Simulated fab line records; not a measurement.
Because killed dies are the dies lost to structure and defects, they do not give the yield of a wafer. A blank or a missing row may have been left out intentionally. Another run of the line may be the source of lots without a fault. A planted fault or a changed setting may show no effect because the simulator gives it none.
One fault seen from 2 desks / flow gf180mcu / each desk has only its own numbers; what lay behind them comes last

## DESK OF THE TOOL OWNER: cvd_w-02
The tool's own readings at GF_V2_CVD_23 (deposits W, target thk 350 nm, time 104.94 s): means of the sampled wafers that have a number, for each lot that ran on this tool. A lot is out of limits, marked OUT, if its mean lies more than 4 standard deviations from the usual mean; the brackets give that distance.
Columns: A = heater_power_w at GF_V2_CVD_23, usual 921 W; B = susceptor_temp_C at GF_V2_CVD_23, usual 399.99 C
lot=L147; first seen here=day 20 16:43; A=890; B=400.10
lot=L150; first seen here=day 21 21:59; A=927; B=399.81
lot=L154; first seen here=day 23 09:46; A=904; B=400.18
lot=L155; first seen here=day 23 11:16; A=939; B=399.99
lot=L161; first seen here=day 25 10:51; A=893; B=399.83
lot=L163; first seen here=day 26 18:02; A=943; B=399.96
lot=L167; first seen here=day 27 04:52; A=909; B=399.96
This desk found nothing out of limits on any of the 7 lots.

## FROM THE METROLOGY DESK
What the gauges read, lot by lot, whatever tool the lot ran on: means of the sampled wafers that have a number. A lot is out of limits, marked OUT, if its mean lies more than 4 standard deviations from the usual mean; the brackets give that distance.
Columns: A = V2_OVL at GF_V2_OVL_MEAS_15, usual 1 nm; B = V2_W_RS at GF_V2_RS_MEAS_24, usual 0.327 ohm/sq; C = V2_W_THK at GF_V2_THK_MEAS_25, usual 353 nm
lot=L147; first seen here=day 20 15:56; A=-3; B=0.325; C=358
lot=L148; first seen here=day 20 21:20; A=2; B=0.333; C=350
lot=L150; first seen here=day 21 21:05; A=-4; B=0.327; C=355
lot=L151; first seen here=day 22 10:46; A=-6; B=0.327; C=354
lot=L153; first seen here=day 22 18:29; A=6; B=0.324; C=357
lot=L154; first seen here=day 23 08:58; A=-3; B=0.327; C=352
lot=L155; first seen here=day 23 10:26; A=-2; B=0.326; C=351
lot=L161; first seen here=day 25 10:01; A=2; B=0.207 (-39) OUT; C=562 (+52) OUT
lot=L162; first seen here=day 25 14:55; A=4; B=0.328; C=355
lot=L163; first seen here=day 26 17:14; A=-6; B=0.205 (-39) OUT; C=566 (+53) OUT
lot=L167; first seen here=day 27 04:04; A=3; B=0.204 (-40) OUT; C=570 (+54) OUT
Per this desk, out of limits: L161, L163, L167; the first was L161, day 25 11:11 (V2_W_RS at GF_V2_RS_MEAS_24). Within limits: L147, L148, L150, L151, L153, L154, L155, L162.

## ALL TOGETHER
On L161, L163, L167, the metrology desk was in a position to raise an alarm at day 25 11:11.
Nothing out of limits was seen by the tool owner's desk.
The tool owner's desk has L161, L163, L167 on record, within its limits.
On cvd_w-02, each named lot ran GF_V2_CVD_23.

## WHAT HAD BEEN PUT IN BY THE SIMULATOR
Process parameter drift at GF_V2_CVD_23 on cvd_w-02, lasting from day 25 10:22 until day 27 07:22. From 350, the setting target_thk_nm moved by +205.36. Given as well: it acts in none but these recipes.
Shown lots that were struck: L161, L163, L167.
Time in hours between the start of the fault and the first out-of-limits reading at each desk: metrology desk, 1.
